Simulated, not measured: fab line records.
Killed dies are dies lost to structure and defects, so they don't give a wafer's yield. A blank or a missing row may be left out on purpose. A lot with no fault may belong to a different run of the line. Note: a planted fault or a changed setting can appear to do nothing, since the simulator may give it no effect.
fab line records | flow gf180mcu
[record] lots = 6 | wafers = 18 | lastDay = 34
route steps=602 shown M3@421 V3@429
lots that met no fault: taken from a fault-free run of the same line
startH: hours from the record's first day to the start of the lot's first wafer shown | waitH: hours elapsed since this lot's preceding step | " unchanged from the row above | L1.1+2: a single row standing in for several wafers | - either no value or no given start | * or withheld: withheld | < > ~ a bound
route shown NAME@n: a module of which the file shows steps, and the number in the route of the first | usual: average and standard deviation across the fault-free wafers | same: alike in all rows | chamber/n: place in a boat | sites: the reading at each site | _std_site: their standard deviation | _edge_site: the outer-site mean with the inner-site mean subtracted | radiusMm: for every site, how far away it sits from the centre of the wafer | mask NAME#n: copy n | behind: tool/chamber where the wafer was last shaped | hold: reason for holding the lot/hours on hold/outcome of the hold | device: which transistor (n, p or np) failed to switch | end of line: the route-end tests of the same wafers | for a step that has no rows: nothing shown but its recipe | killed: dies that structure and defects cost at the first sort, which is not the same as the wafer's yield | map: per-die view of a wafer (x killed, . not killed, _ where there is no die)
set.NAME: setting as actually run; set.NAME@STEP: the setting as run at that earlier step | model.NAME: the simulator's own value behind a step, which no gauge read
a table for each step, a row for each wafer; lots at some steps of the route
services: the hour from which a tool's chamber was out of use, counted from the record's first day as startH (under 0 if before that day), plus the number of hours and why
[[steps]]
[step GF_M3_PEB_12]
[recipe] pebTempC = 135 | pebTimeS = 90 | resist = KrF
[step GF_M3_DEVELOP_13]
[recipe] developTimeS = 60 | devTempC = 21
[step GF_M3_CD_MEAS_14]
[recipe] targetCdNm = 280
[usual] cdNm = 280.2/1.1
lot.wafer | tool     | chamber | startH | waitH | cdNm
L529.1    | cdSem-01 | -       | 522.38 | 0.1   | 280.4
L529.2    | "        | -       | "      | "     | 281.0
L529.5    | "        | -       | "      | "     | 280.0
L537.2    | cdSem-02 | -       | 585.72 | 0.1   | 279.8
L537.3    | "        | -       | "      | "     | 279.2
L537.5    | "        | -       | "      | "     | 278.5
L539.1    | cdSem-02 | -       | 599.40 | 0.1   | 280.6
L539.5    | "        | -       | "      | "     | 281.4
L539.6    | "        | -       | "      | "     | 280.0
L542.1    | cdSem-02 | -       | 618.43 | 0.1   | 279.2
L542.2    | "        | -       | "      | "     | 277.6
L542.6    | "        | -       | "      | "     | 277.2
L547.1    | cdSem-02 | -       | 656.51 | 0.3   | 279.5
L547.3    | "        | -       | "      | "     | 281.1
L547.6    | "        | -       | "      | "     | 280.8
L548.1    | cdSem-02 | -       | 661.53 | 0.1   | 280.5
L548.2    | "        | -       | "      | "     | 280.3
L548.5    | "        | -       | "      | "     | 280.1
[step GF_M3_OVL_MEAS_15]
[usual] M3_OVL = 0/4.9
lot.wafer | tool       | chamber | startH | waitH | M3_OVL[nm]
L529.1    | overlay-01 | -       | 522.50 | 0.1   | -7
L529.2    | "          | -       | "      | "     | -7
L529.5    | "          | -       | "      | "     | -9
L537.2    | overlay-01 | -       | 585.82 | 0.1   | -8
L537.3    | "          | -       | "      | "     | -6
L537.5    | "          | -       | "      | "     | -4
L539.1    | overlay-01 | -       | 599.52 | 0.1   | -3
L539.5    | "          | -       | "      | "     | -2
L539.6    | "          | -       | "      | "     | -3
L542.1    | overlay-01 | -       | 618.55 | 0.1   | -6
L542.2    | "          | -       | "      | "     | -6
L542.6    | "          | -       | "      | "     | -4
L547.1    | overlay-01 | -       | 656.63 | 0.1   | 5
L547.3    | "          | -       | "      | "     | 4
L547.6    | "          | -       | "      | "     | 6
L548.1    | overlay-01 | -       | 661.65 | 0.1   | -1
L548.2    | "          | -       | "      | "     | -4
L548.5    | "          | -       | "      | "     | -6
[step GF_M3_METAL_ETCH_16]
[recipe] chemistry = Cl2/BCl3 | maskMaterial = KrF | targetDepthNm = 627.5 | stopOn = SiO2 | pressureMtorr = 8 | icpW = 800 | biasW = 140 | Cl2_flow_sccm = 80 | bcl3FlowSccm = 40 | timeS = 104.6
[usual] drypumpMotorCurrentA = 5.66/0.2 | oesProductAu = 0.969/0.0073 | throttleValvePct = 28.253/0.0098
[same] timeS = 104.6
lot.wafer | tool        | chamber | startH | waitH | drypumpMotorCurrentA | oesProductAu | rfHoursCounterH | throttleValvePct
L529.1    | rieMetal-01 | 0       | 522.54 | 0.0   | 5.93                 | 0.968        | 3.4             | 28.241
L529.2    | "           | 1       | "      | "     | 5.63                 | 0.971        | 7.4             | 28.259
L529.5    | "           | 0       | "      | "     | 5.94                 | 0.965        | -               | 28.255
L537.2    | rieMetal-04 | 0       | 585.85 | 0.0   | 5.72                 | 0.978        | 4.6             | 28.262
L537.3    | "           | 1       | "      | "     | 5.32                 | 0.964        | -               | 28.251
L537.5    | "           | 0       | "      | "     | 5.72                 | 0.984        | -               | 28.248
L539.1    | rieMetal-04 | 0       | 599.56 | 0.0   | 5.73                 | 0.967        | 5.0             | 28.249
L539.5    | "           | 1       | "      | "     | 5.30                 | 0.968        | -               | 28.258
L539.6    | "           | 0       | "      | "     | 5.73                 | 0.973        | -               | 28.245
L542.1    | rieMetal-02 | 1       | 618.59 | 0.0   | 5.62                 | 0.973        | 3.3             | 28.267
L542.2    | "           | 0       | "      | "     | 5.78                 | 0.969        | 4.7             | 28.267
L542.6    | "           | 0       | "      | "     | 5.79                 | 0.972        | -               | 28.253
L547.1    | rieMetal-04 | 1       | 656.67 | 0.0   | 5.30                 | 0.991        | 5.3             | 28.239
L547.3    | "           | 0       | "      | "     | 5.73                 | 0.977        | -               | 28.245
L547.6    | "           | 0       | "      | "     | 5.72                 | 0.971        | -               | 28.248
L548.1    | rieMetal-01 | 0       | 661.69 | 0.0   | 6.00                 | 0.969        | 7.6             | 28.248
L548.2    | "           | 1       | "      | "     | 5.61                 | 0.983        | 11.5            | 28.242
L548.5    | "           | 0       | "      | "     | 5.93                 | 0.974        | -               | 28.282
[step GF_M3_STRIP_17]
[recipe] chemistry = O2/N2 | powerW = 1400 | pressureMtorr = 1500 | platenTempC = 250 | o2FlowSccm = 3000 | n2FlowSccm = 300 | overashFraction = 0.5
[step GF_M3_STRIP_18]
[recipe] chemistry = postEtchResidueRemover | timeS = 1200 | tempC = 72.5
[step GF_M3_CLEAN_19]
[recipe] chemistry = DIW | dry = n2Spin
[step GF_V3_CVD_00]
[recipe] material = SiO2 | targetThkNm = 600 | sigmaOpenFrac = 0.3 | tempC = 400 | timeS = 100 | sih4FlowSccm = 60 | pressureMtorr = 6
[step GF_V3_THK_MEAS_01]
[recipe] reads = SiO2_of_V3_CVD_00
[usual] V3_CVD_00_THK = 599/6.6
lot.wafer | tool         | chamber | startH | waitH | V3_CVD_00_THK[nm]
L529.1    | filmMetro-03 | -       | 523.29 | 0.1   | 585
L529.2    | "            | -       | "      | "     | 596
L529.5    | "            | -       | "      | "     | 589
L537.2    | filmMetro-03 | -       | 586.59 | 0.0   | 596
L537.3    | "            | -       | "      | "     | 602
L537.5    | "            | -       | "      | "     | 595
L539.1    | filmMetro-03 | -       | 600.31 | 0.0   | 601
L539.5    | "            | -       | "      | "     | 590
L539.6    | "            | -       | "      | "     | 597
L542.1    | filmMetro-03 | -       | 619.31 | 0.0   | 601
L542.2    | "            | -       | "      | "     | 589
L542.6    | "            | -       | "      | "     | 610
L547.1    | filmMetro-01 | -       | 657.38 | 0.0   | 591
L547.3    | "            | -       | "      | "     | 587
L547.6    | "            | -       | "      | "     | 592
L548.1    | filmMetro-03 | -       | 662.41 | 0.0   | 597
L548.2    | "            | -       | "      | "     | 592
L548.5    | "            | -       | "      | "     | 590
[step GF_V3_CVD_02]
[recipe] material = SiO2 | targetThkNm = 850 | precursor = TEOS | tempC = 400 | timeS = 94.851 | rfW = 600
[step GF_V3_THK_MEAS_03]
[recipe] reads = SiO2_of_V3_CVD_02
[usual] V3_CVD_02_THK = 854/10
lot.wafer | tool         | chamber | startH | waitH | V3_CVD_02_THK[nm]
L529.1    | filmMetro-02 | -       | 523.42 | 0.0   | 852
L529.2    | "            | -       | "      | "     | 849
L529.5    | "            | -       | "      | "     | 857
L537.2    | filmMetro-02 | -       | 586.72 | 0.0   | 850
L537.3    | "            | -       | "      | "     | 856
L537.5    | "            | -       | "      | "     | 860
L539.1    | filmMetro-02 | -       | 600.44 | 0.0   | 850
L539.5    | "            | -       | "      | "     | 865
L539.6    | "            | -       | "      | "     | 868
L542.1    | filmMetro-02 | -       | 619.44 | 0.0   | 832
L542.2    | "            | -       | "      | "     | 843
L542.6    | "            | -       | "      | "     | 849
L547.1    | filmMetro-01 | -       | 657.51 | 0.0   | 855
L547.3    | "            | -       | "      | "     | 850
L547.6    | "            | -       | "      | "     | 855
L548.1    | filmMetro-02 | -       | 662.54 | 0.0   | 839
L548.2    | "            | -       | "      | "     | 852
L548.5    | "            | -       | "      | "     | 864
[step GF_V3_CMP_04]
[recipe] material = SiO2 | downForcePsi = 4 | platenRpm = 60 | padVelocityMS = 0.94248
[usual] edgeZonePressureFrac = 1.000/0.0046 | headPressurePsi = 4.000/0.0093 | motorCurrentA = 11.6/0.59 | timeToEndpointS = 82/5
lot.wafer | tool   | chamber | startH | waitH | edgeZonePressureFrac | headPressurePsi | motorCurrentA | timeToEndpointS | model.SiO2_of_V3_CVD_02.thkNm
L529.1    | cmp-01 | 3       | 523.48 | 0.1   | 0.999                | 4.008           | 12.4          | 81              | 632.3
L529.2    | "      | 2       | "      | "     | 1.000                | 4.005           | 12.3          | 80              | 632.4
L529.5    | "      | 0       | "      | "     | 1.001                | 3.996           | 12.7          | 89              | 633.6
L537.2    | cmp-01 | 3       | 586.87 | 0.1   | -                    | -               | -             | -               | 850.4
L537.3    | "      | 0       | "      | "     | -                    | -               | -             | -               | 855.8
L537.5    | "      | 2       | "      | "     | -                    | -               | -             | -               | 860.2
L539.1    | cmp-01 | 1       | 600.50 | 0.1   | -                    | -               | -             | -               | 850.1
L539.5    | "      | 1       | "      | "     | -                    | -               | -             | -               | 865.4
L539.6    | "      | 2       | "      | "     | -                    | -               | -             | -               | 867.2
L542.2    | cmp-01 | 1       | 619.50 | 0.0   | 0.999                | 3.995           | 10.9          | 79              | 633.9
L542.1    | "      | 0       | "      | "     | 1.005                | 4.016           | 12.8          | 76              | 633.2
L542.6    | "      | 2       | "      | "     | 1.005                | 3.997           | 11.8          | 76              | 632.3
L547.1    | cmp-02 | 1       | 657.75 | 0.2   | 1.008                | 4.003           | 11.0          | 81              | 631.7
L547.3    | "      | 2       | "      | "     | 0.998                | 3.990           | 11.6          | 79              | 631.1
L547.6    | "      | 1       | "      | "     | 1.009                | 4.004           | 11.6          | 80              | 634.1
L548.1    | cmp-02 | 0       | 662.60 | 0.1   | 1.006                | 4.011           | 11.2          | 80              | 635.1
L548.2    | "      | 1       | "      | "     | 0.995                | 3.985           | 11.3          | 82              | 633.1
L548.5    | "      | 0       | "      | "     | 1.003                | 4.007           | 10.6          | 89              | 634
[step GF_V3_BOW_MEAS_05]
[recipe] mode = bow
[usual] V3_BOW = 117/7.1
lot.wafer | tool         | chamber | startH | waitH | V3_BOW[um]
L529.1    | filmMetro-03 | -       | 523.78 | 0.2   | 125
L529.2    | "            | -       | "      | "     | 124
L529.5    | "            | -       | "      | "     | 129
L537.2    | filmMetro-01 | -       | 587.09 | 0.2   | 129
L537.3    | "            | -       | "      | "     | 134
L537.5    | "            | -       | "      | "     | 119
L539.1    | filmMetro-03 | -       | 600.80 | 0.2   | 131
L539.5    | "            | -       | "      | "     | 121
L539.6    | "            | -       | "      | "     | 134
L542.1    | filmMetro-03 | -       | 619.80 | 0.1   | 121
L542.2    | "            | -       | "      | "     | 123
L542.6    | "            | -       | "      | "     | 121
L547.1    | filmMetro-01 | -       | 658.05 | 0.2   | 111
L547.3    | "            | -       | "      | "     | 109
L547.6    | "            | -       | "      | "     | 102
L548.1    | filmMetro-02 | -       | 662.90 | 0.2   | 113
L548.2    | "            | -       | "      | "     | 106
L548.5    | "            | -       | "      | "     | 110
[step GF_V3_DEHYDRATE_06]
[recipe] tempC = 200 | timeS = 60
[step GF_V3_HMDS_07]
[recipe] primeTimeS = 60 | primeTempC = 120
[step GF_V3_COAT_08]
[recipe] resist = BARC | tempC = withheld | timeS = withheld | spinRpm = withheld | resistThkNm = withheld
[step GF_V3_COAT_09]
[recipe] resist = KrF | spinRpm = withheld | resistThkNm = 1000
[step GF_V3_SOFTBAKE_10]
[recipe] tempC = 130 | timeS = 60 | resist = KrF
[step GF_V3_EXPOSE_11]
[recipe] maskId = Via3 | targetCdNm = 260 | na = 0.68 | sourceShape = conventional | sigmaOuter = 0.6 | doseMj = 38
[step GF_V3_PEB_12]
[recipe] pebTempC = 135 | pebTimeS = 90 | resist = KrF
[step GF_V3_DEVELOP_13]
[recipe] developTimeS = 60 | resist = KrF | devTempC = 21
[step GF_V3_CD_MEAS_14]
[recipe] targetCdNm = 260
[usual] cdNm = 260.1/1.3
lot.wafer | tool     | chamber | startH | waitH | cdNm
L529.1    | cdSem-02 | -       | 546.97 | 0.1   | 260.1
L529.2    | "        | -       | "      | "     | 259.2
L529.5    | "        | -       | "      | "     | 260.1
L537.2    | cdSem-01 | -       | 607.87 | 0.1   | 260.8
L537.3    | "        | -       | "      | "     | 260.2
L537.5    | "        | -       | "      | "     | 260.7
L539.1    | cdSem-02 | -       | 621.75 | 0.1   | 260.1
L539.5    | "        | -       | "      | "     | 259.3
L539.6    | "        | -       | "      | "     | 259.5
L542.1    | cdSem-01 | -       | 640.10 | 0.1   | 261.2
L542.2    | "        | -       | "      | "     | 262.1
L542.6    | "        | -       | "      | "     | 261.9
L547.1    | cdSem-01 | -       | 677.83 | 0.1   | 259.7
L547.3    | "        | -       | "      | "     | 261.3
L547.6    | "        | -       | "      | "     | 261.3
L548.1    | cdSem-01 | -       | 682.42 | 0.1   | 261.3
L548.2    | "        | -       | "      | "     | 261.0
L548.5    | "        | -       | "      | "     | 261.0
[step GF_V3_OVL_MEAS_15]
[usual] V3_OVL = 3/5.2
lot.wafer | tool       | chamber | startH | waitH | V3_OVL[nm]
L529.1    | overlay-02 | -       | 547.09 | 0.1   | 4
L529.2    | "          | -       | "      | "     | 1
L529.5    | "          | -       | "      | "     | -2
L537.2    | overlay-01 | -       | 607.97 | 0.1   | 1
L537.3    | "          | -       | "      | "     | 6
L537.5    | "          | -       | "      | "     | 9
L539.1    | overlay-02 | -       | 621.87 | 0.1   | 12
L539.5    | "          | -       | "      | "     | 10
L539.6    | "          | -       | "      | "     | 11
L542.1    | overlay-02 | -       | 640.22 | 0.1   | -5
L542.2    | "          | -       | "      | "     | -1
L542.6    | "          | -       | "      | "     | 2
L547.1    | overlay-01 | -       | 677.95 | 0.1   | -4
L547.3    | "          | -       | "      | "     | 8
L547.6    | "          | -       | "      | "     | 5
L548.1    | overlay-01 | -       | 682.54 | 0.1   | -1
L548.2    | "          | -       | "      | "     | -5
L548.5    | "          | -       | "      | "     | -4
[step GF_V3_ETCH_16]
[recipe] chemistry = N2/H2 | targetDepthA = withheld | overetchA = withheld | timeS = withheld | target = BARC | ionEnergyEv = 200 | sourceW = 500 | biasW = 100 | pressureMtorr = 30 | n2FlowSccm = 100 | h2FlowSccm = 200
[usual] drypumpMotorCurrentA = 5.6/0.32 | oesProductAu = 0.854/0.0049 | throttleValvePct = 13.225/0.011
lot.wafer | tool       | chamber | startH | waitH | drypumpMotorCurrentA | oesProductAu | throttleValvePct
L529.1    | rieDiel-01 | 3       | 547.13 | 0.0   | 5.8                  | 0.854        | 13.223
L529.2    | "          | 1       | "      | "     | 5.0                  | 0.860        | 13.225
L529.5    | "          | 3       | "      | "     | 5.8                  | 0.861        | 13.201
L537.2    | rieDiel-03 | 3       | 608.00 | 0.0   | 5.4                  | 0.859        | 13.215
L537.3    | "          | 2       | "      | "     | 5.7                  | 0.853        | 13.217
L537.5    | "          | 2       | "      | "     | 5.7                  | 0.856        | 13.219
L539.1    | rieDiel-02 | 2       | 621.90 | 0.0   | 5.9                  | 0.856        | 13.214
L539.5    | "          | 2       | "      | "     | 5.9                  | 0.859        | 13.224
L539.6    | "          | 1       | "      | "     | 5.7                  | 0.863        | 13.226
L542.1    | rieDiel-02 | 3       | 640.25 | 0.0   | 5.3                  | 0.859        | 13.231
L542.2    | "          | 1       | "      | "     | 5.7                  | 0.853        | 13.242
L542.6    | "          | 3       | "      | "     | 5.3                  | 0.852        | 13.223
L547.1    | rieDiel-03 | 0       | 677.99 | 0.0   | 6.0                  | 0.846        | 13.226
L547.3    | "          | 3       | "      | "     | 5.4                  | 0.853        | 13.243
L547.6    | "          | 0       | "      | "     | 6.1                  | 0.865        | 13.222
L548.1    | rieDiel-02 | 0       | 682.58 | 0.0   | 5.8                  | 0.852        | 13.225
L548.2    | "          | 1       | "      | "     | 5.7                  | 0.848        | 13.228
L548.5    | "          | 1       | "      | "     | 5.7                  | 0.844        | 13.228
[step GF_V3_ETCH_17]
[recipe] chemistry = C4F8/O2/Ar | maskMaterial = KrF | target = SiO2 | stopOn = TiN | sourceW = 1500 | biasW = 1200 | pressureMtorr = 40 | c4f8FlowSccm = withheld | O2_flow_sccm = 6 | Ar_flow_sccm = 300 | timeS = withheld | targetDepthA = 6350
[usual] oesProductAu = 0.856/0.0055
lot.wafer | tool       | chamber | startH | waitH | oesProductAu | model.V3.featureDepthNm | model.etch.depthNm
L529.1    | rieDiel-01 | 3       | -      | -     | 0.857        | 632.3                   | 632.3
L529.2    | "          | 1       | "      | "     | 0.858        | 632.4                   | 632.4
L529.5    | "          | 3       | "      | "     | 0.855        | 633.6                   | 633.6
L537.2    | rieDiel-03 | 3       | -      | -     | 1.595        | 809.6                   | 809.6
L537.3    | "          | 2       | "      | "     | 1.634        | 829.7                   | 829.7
L537.5    | "          | 2       | "      | "     | 1.634        | 826.5                   | 826.5
L539.1    | rieDiel-02 | 2       | -      | -     | 1.648        | 848.7                   | 848.7
L539.5    | "          | 2       | "      | "     | 1.654        | 841.7                   | 841.7
L539.6    | "          | 1       | "      | "     | 1.640        | 838.1                   | 838.1
L542.1    | rieDiel-02 | 3       | -      | -     | 0.860        | 633.2                   | 633.2
L542.2    | "          | 1       | "      | "     | 0.853        | 633.9                   | 633.9
L542.6    | "          | 3       | "      | "     | 0.855        | 632.3                   | 632.3
L547.1    | rieDiel-03 | 0       | -      | -     | 0.850        | 631.7                   | 631.7
L547.3    | "          | 3       | "      | "     | 0.858        | 631.1                   | 631.1
L547.6    | "          | 0       | "      | "     | 0.860        | 634.1                   | 634.1
L548.1    | rieDiel-02 | 0       | -      | -     | 0.864        | 635.1                   | 635.1
L548.2    | "          | 1       | "      | "     | 0.865        | 633.1                   | 633.1
L548.5    | "          | 1       | "      | "     | 0.852        | 634                     | 634
[step GF_V3_STRIP_18]
[recipe] chemistry = O2/N2 | powerW = 1400 | pressureMtorr = 1500 | platenTempC = 250 | o2FlowSccm = 3000 | n2FlowSccm = 300 | overashFraction = 0.5
[usual] drypumpMotorCurrentA = 5.6/0.5 | heaterPowerW = 353/25 | oesProductAu = 0.592/0.0051 | platenTempC = 250.03/0.19
[same] overashFraction = 0.5
lot.wafer | tool           | chamber | startH | waitH | drypumpMotorCurrentA | heaterPowerW | oesProductAu | platenTempC | rfHoursCounterH
L529.1    | plasmaAsher-04 | 0       | 547.26 | -     | 4.8                  | 333          | 0.581        | 250.10      | 78
L529.2    | "              | 1       | "      | "     | 5.7                  | 408          | 0.599        | 249.94      | 78
L529.5    | "              | 1       | "      | "     | 5.7                  | 387          | 0.584        | 250.12      | -
L537.2    | plasmaAsher-04 | 0       | 608.13 | -     | 4.8                  | 337          | 0.591        | 249.93      | 85
L537.3    | "              | 0       | "      | "     | 4.8                  | 335          | 0.587        | 250.07      | -
L537.5    | "              | 0       | "      | "     | 4.8                  | 340          | 0.599        | 249.97      | -
L539.1    | plasmaAsher-02 | 0       | 622.03 | -     | 6.2                  | 369          | 0.583        | 249.85      | 24
L539.5    | "              | 1       | "      | "     | 5.6                  | 353          | 0.585        | 250.02      | -
L539.6    | "              | 0       | "      | "     | 6.2                  | 375          | 0.596        | 249.89      | -
L542.1    | plasmaAsher-01 | 1       | 640.38 | -     | 6.1                  | 336          | 0.593        | 250.20      | 98
L542.2    | "              | 0       | "      | "     | 5.3                  | 319          | 0.588        | 250.47      | 98
L542.6    | "              | 1       | "      | "     | 6.1                  | 341          | 0.588        | 250.14      | -
L547.1    | plasmaAsher-02 | 1       | 678.12 | -     | 5.6                  | 349          | 0.591        | 249.94      | 30
L547.3    | "              | 0       | "      | "     | 6.3                  | 359          | 0.592        | 250.20      | -
L547.6    | "              | 0       | "      | "     | 6.3                  | 364          | 0.602        | 250.32      | -
L548.1    | plasmaAsher-04 | 0       | 682.71 | -     | 4.8                  | 336          | 0.585        | 250.14      | 93
L548.2    | "              | 1       | "      | "     | 5.7                  | 389          | 0.591        | 250.15      | 93
L548.5    | "              | 0       | "      | "     | 4.8                  | 331          | 0.584        | 250.47      | -
[step GF_V3_STRIP_19]
[recipe] chemistry = postEtchResidueRemover | timeS = 1200 | tempC = 72.5
[step GF_V3_CLEAN_20]
[recipe] chemistry = DIW | dry = n2Spin
[step GF_V3_SPUTTER_21]
[recipe] material = Ti | targetThkNm = 15 | chamberPressurePa = 5 | powerW = 2500 | substrateTempC = 200 | timeS = 80.02
[usual] cathodeDcPowerW = 2500.0/0.44 | substrateTempC = 200.00/0.15 | throttleValvePct = 29.9/1.2
[same] timeS = 80.02
lot.wafer | tool          | chamber | startH | waitH | cathodeDcPowerW | substrateTempC | throttleValvePct
L529.1    | pvdSputter-03 | -       | 547.79 | 0.0   | 2499.5          | 199.98         | 29.9
L529.2    | "             | -       | "      | "     | 2499.7          | 200.16         | 31.4
L529.5    | "             | -       | "      | "     | 2500.2          | 199.91         | 31.3
L537.2    | pvdSputter-03 | -       | 608.67 | 0.0   | 2499.4          | 200.11         | 30.0
L537.3    | "             | -       | "      | "     | 2499.4          | 199.92         | 31.5
L537.5    | "             | -       | "      | "     | 2499.7          | 200.00         | 30.1
L539.1    | pvdSputter-02 | -       | 622.60 | 0.0   | 2499.9          | 200.02         | 29.0
L539.5    | "             | -       | "      | "     | 2500.5          | 199.92         | 29.2
L539.6    | "             | -       | "      | "     | 2499.8          | 199.80         | 30.0
L542.1    | pvdSputter-02 | -       | 640.92 | 0.0   | 2500.7          | 199.79         | 27.9
L542.2    | "             | -       | "      | "     | 2500.3          | 199.88         | 32.1
L542.6    | "             | -       | "      | "     | 2499.8          | 200.01         | 29.7
L547.1    | pvdSputter-03 | -       | 678.68 | 0.0   | 2500.1          | 200.07         | 31.6
L547.3    | "             | -       | "      | "     | 2500.0          | 200.01         | 29.7
L547.6    | "             | -       | "      | "     | 2500.1          | 199.93         | 29.6
L548.1    | pvdSputter-02 | -       | 683.24 | 0.0   | 2499.6          | 200.30         | 29.2
L548.2    | "             | -       | "      | "     | 2500.4          | 199.86         | 29.5
L548.5    | "             | -       | "      | "     | 2499.4          | 199.95         | 27.9
[step GF_V3_SPUTTER_22]
[recipe] material = TiN | targetThkNm = 10 | chamberPressurePa = 5 | powerW = 4000 | timeS = 40
[step GF_V3_CVD_23]
[recipe] material = W | targetThkNm = 350 | timeS = 104.9 | tempC = 400 | pressureTorr = 40
[usual] heaterPowerW = 832/61
[same] timeS = 104.9
lot.wafer | tool    | chamber | startH | waitH | heaterPowerW
L529.1    | cvdW-01 | 1       | 547.89 | 0.0   | 785
L529.2    | "       | 0       | "      | "     | 867
L529.5    | "       | 0       | "      | "     | 864
L537.2    | cvdW-02 | 0       | 608.77 | 0.0   | 751
L537.3    | "       | 0       | "      | "     | 762
L537.5    | "       | 0       | "      | "     | 764
L539.1    | cvdW-02 | 0       | 622.70 | 0.0   | 776
L539.5    | "       | 1       | "      | "     | 925
L539.6    | "       | 0       | "      | "     | 773
L542.1    | cvdW-01 | 0       | 641.02 | 0.0   | 884
L542.2    | "       | 1       | "      | "     | 776
L542.6    | "       | 1       | "      | "     | 796
L547.1    | cvdW-01 | 0       | 678.78 | 0.0   | 860
L547.3    | "       | 1       | "      | "     | 807
L547.6    | "       | 1       | "      | "     | 801
L548.1    | cvdW-01 | 0       | 683.34 | 0.0   | 876
L548.2    | "       | 1       | "      | "     | 766
L548.5    | "       | 1       | "      | "     | 782
[step GF_V3_CMP_26]
[recipe] stopOn = SiO2 | downForcePsi = 3.5 | platenRpm = 60 | tOverpolishS = 15 | targetThkNm = 0 | padVelocityMS = 0.94248
[usual] edgeZonePressureFrac = 1.000/0.0053 | headPressurePsi = 3.500/0.0072 | motorCurrentA = 10.7/0.62
lot.wafer | tool   | chamber | startH | waitH | edgeZonePressureFrac | headPressurePsi | motorCurrentA | model.SiO2_of_V3_CVD_02.thkNm
L529.1    | cmp-01 | 3       | 548.18 | 0.1   | 1.011                | 3.488           | 10.8          | 628.5
L529.2    | "      | 2       | "      | "     | 0.996                | 3.512           | 11.0          | 628.7
L529.5    | "      | 0       | "      | "     | 1.000                | 3.500           | 11.1          | 629.8
L537.2    | cmp-01 | 2       | 609.16 | 0.1   | 1.005                | 3.496           | 10.9          | 846.6
L537.3    | "      | 3       | "      | "     | 1.007                | 3.493           | 11.5          | 852
L537.5    | "      | 0       | "      | "     | 1.005                | 3.484           | 11.3          | 856.4
L539.1    | cmp-02 | 0       | 623.04 | 0.1   | 1.000                | 3.489           | 10.6          | 846.3
L539.5    | "      | 3       | "      | "     | 1.001                | 3.502           | 10.0          | 861.6
L539.6    | "      | 0       | "      | "     | 1.001                | 3.501           | 10.6          | 863.4
L542.2    | cmp-02 | 2       | 641.32 | 0.0   | 1.013                | 3.506           | 11.5          | 630.1
L542.1    | "      | 1       | "      | "     | 1.000                | 3.504           | 11.0          | 629.4
L542.6    | "      | 3       | "      | "     | 1.006                | 3.509           | 10.1          | 628.5
L547.3    | cmp-01 | 2       | 679.12 | 0.1   | 1.008                | 3.500           | 10.6          | 627.3
L547.1    | "      | 0       | "      | "     | 0.996                | 3.507           | 11.8          | 627.9
L547.6    | "      | 2       | "      | "     | 1.003                | 3.492           | 10.3          | 630.3
L548.2    | cmp-01 | 1       | 683.63 | 0.0   | 0.993                | 3.508           | 9.9           | 629.3
L548.1    | "      | 2       | "      | "     | 1.004                | 3.503           | 10.8          | 631.3
L548.5    | "      | 1       | "      | "     | 0.995                | 3.501           | 9.5           | 630.2
[[services]]
tool          | chamber | startH | hours | kind
cmp-01        | -       | 507.58 | 0.9   | repair
cmp-02        | -       | 507.69 | 1.4   | repair
cmp-02        | -       | 513.19 | 0.9   | repair
rieDiel-03    | 3       | 517.00 | 5.1   | repair
cmp-01        | -       | 528.97 | 4.6   | pm
cmp-02        | -       | 532.83 | 17.5  | repair
pvdSputter-02 | -       | 538.50 | 0.5   | repair
cmp-02        | -       | 538.64 | 0.8   | repair
rieDiel-03    | 3       | 550.38 | 7.6   | repair
rieDiel-03    | -       | 551.67 | 4.4   | repair
rieMetal-04   | 0       | 552.78 | 8.9   | repair
cmp-01        | -       | 572.30 | 4.0   | pm
pvdSputter-03 | -       | 573.85 | 4.6   | repair
pvdSputter-02 | -       | 577.26 | 9.2   | repair
cmp-01        | -       | 583.38 | 2.4   | repair
pvdSputter-03 | -       | 612.79 | 1.5   | repair
rieDiel-03    | 2       | 625.55 | 7.7   | repair
cmp-02        | -       | 634.04 | 4.8   | pm
rieDiel-02    | -       | 640.59 | 5.5   | repair
rieDiel-03    | -       | 641.10 | 2.8   | pm
rieDiel-03    | -       | 646.43 | 0.3   | repair
rieDiel-02    | 3       | 653.99 | 6.2   | repair
cmp-01        | -       | 657.37 | 0.6   | repair
rieDiel-03    | 2       | 662.49 | 24.4  | repair
[[key]]
[firstSign] step = GF_V3_CMP_04 | reading = toolRecord | direction = missing
[effect] step = GF_V3_BOW_MEAS_05 | reading = V3_BOW | direction = up | sigmas = 1.5 | usual = 117 | struck = 128
[effect] step = GF_V3_ETCH_17 | reading = oesProductAu | direction = up | sigmas = 99+ | usual = 0.856 | struck = 1.634
[modelEffect] step = GF_V3_CMP_04 | value = SiO2_of_V3_CVD_02.thkNm | without = 632.6 | struck = 858.2
[modelEffect] step = GF_V3_ETCH_17 | value = V3.featureDepthNm | without = 632.6 | struck = 832.4
[modelEffect] step = GF_V3_CMP_26 | value = SiO2_of_V3_CVD_02.thkNm | without = 628.8 | struck = 854.4
metAt GF_V3_CMP_04
struckWafers L537.2,L537.3,L537.5,L539.1,L539.5,L539.6
laterRowsLeftOut L537.2,L537.3,L537.5,L539.1,L539.5,L539.6
sortLeftOut L537.2,L537.3,L537.5,L539.1,L539.5,L539.6
onsetBetween 523.48 586.87
[fault] kind = skippedStepWhole | tool = cmp-01,cmp-02 | chamber = - | onsetH = 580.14 | steps = GF_V3_CMP_04 | scope = struckLotsOnly
// sortLeftOut: the simulated sort isn't trusted on such a fault, so these wafers' sort isn't shown, and their yield isn't known
// laterRowsLeftOut: the simulator's readings of these wafers behind a module that went badly wrong aren't trusted and aren't shown, but for the sort
